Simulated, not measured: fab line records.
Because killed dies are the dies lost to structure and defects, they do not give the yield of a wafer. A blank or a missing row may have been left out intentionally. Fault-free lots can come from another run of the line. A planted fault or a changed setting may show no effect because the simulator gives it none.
Comparing a struck lot with a sound one :: flow sfq-line :: 13 out of 325 route steps
Sound: these wafers, L834.3, L834.4, L834.6. The struck wafers were L842.2, L842.4. The cause is given at the end.
For every step that has rows: the tool of each side, followed by ch and its chambers, followed by its first start. Under that, the readings that differ: sound wafers :: struck wafers :: difference of the means :: sigmas: that difference in standard deviations of wafers without a fault.
alike: readings with means less than 2 such deviations apart, plus words and numbers identical on both sides. not compared: withheld readings, readings lacking a value on some wafer, bounds such as >300 that could conceal the same value, and numbers that have no deviation in the record and whose values overlap.
A row with sigmas, a row that says differs or no value, or rows on one side alone: a step with any of these is where the two part. Numbers that have no deviation but don't overlap get no sigmas and don't part them. A reading missing from all wafers of one side parts the sides only when that side holds two or more wafers.

first, 1 step without rows for these wafers: SFQ_TRILAYER_M2_DEP_PRE_CLEAN_056 (time 22.5 s).
SFQ_TRILAYER_M2_DEP_SPUTTER_055: material Nb, target thk 200 nm, time 133.3 s.
  sound: pvd-sputter-03 at day 31 05:47; struck: pvd-sputter-06 at day 33 17:47
  alike: throttle-valve-pct
SFQ_M2_RS_MEAS_914: measures by four-point-probe.
  sound: film-metro-01 at day 31 05:55; struck: film-metro-02 at day 33 17:53
  alike: M2_NB_RS
then, 6 steps without rows for these wafers: SFQ_TRILAYER_M2_LITHO_COAT_062 (resist thk 62 nm); SFQ_TRILAYER_M2_LITHO_COAT_057 (resist thk 600 nm); SFQ_TRILAYER_M2_LITHO_SOFTBAKE_061; SFQ_TRILAYER_M2_LITHO_EXPOSE_058 (exposes mask M2, target cd 500 nm); SFQ_TRILAYER_M2_LITHO_PEB_060 (peb time 60 s); SFQ_TRILAYER_M2_LITHO_DEVELOP_059 (time 60 s).
-- the record jumps here: 6 days lie between the struck wafers' starts before and after --
SFQ_M2_OVL_MEAS_916:
  sound: overlay-01 at day 37 13:25; struck: overlay-01 at day 39 22:26
  alike: M2_OVL
SFQ_TRILAYER_M2_BARC_OPEN_METAL_ETCH_077: etches BARC in O2, target depth 125 nm, time 41.7 s.
  sound on rie-metal-03 ch 0,1, day 37 13:28; struck on rie-metal-03 ch 0, day 39 22:28
  alike: drypump-motor-current-A, oes-product-au
  not compared: rf-hours-counter-h
SFQ_TRILAYER_M2_ETCH_METAL_ETCH_060: etches Nb in Cl2/Ar, stops on SiO2, target depth 240 nm, time 120 s.
  sound on rie-metal-03 ch 0,1, day 37 13:33; struck on rie-metal-03 ch 0, day 39 22:32
reading: model.KrF_of_TRILAYER_M2_LITHO_COAT_057.thk-nm (nm)
sound: 385.9 381.9 384.9
struck: 316.4 317
difference: -67.5
sigmas: 

reading: model.SiO2_of_TRILAYER_I1_DEP_PECVD_045.thk-nm (nm)
sound: 193 193.2 193.3
struck: 179.6 181.2
difference: -12.8
sigmas: 

reading: model.M2.feature-depth-nm (nm)
sound: 202.5 201.1 203.2
struck: 209.2 208.8
difference: +6.7
sigmas: 
  alike: drypump-motor-current-A, oes-product-au
  not compared: rf-hours-counter-h
SFQ_TRILAYER_M2_STRIP_STRIP_061: strips in O2.
  sound on rie-metal-03 ch 0,1, day 37 13:50; struck on rie-metal-03 ch 0, day 39 22:39
  alike: drypump-motor-current-A, oes-product-au
  not compared: rf-hours-counter-h

WHERE THEY PART
Nowhere in this record.

WHY: what had been put in by the simulator
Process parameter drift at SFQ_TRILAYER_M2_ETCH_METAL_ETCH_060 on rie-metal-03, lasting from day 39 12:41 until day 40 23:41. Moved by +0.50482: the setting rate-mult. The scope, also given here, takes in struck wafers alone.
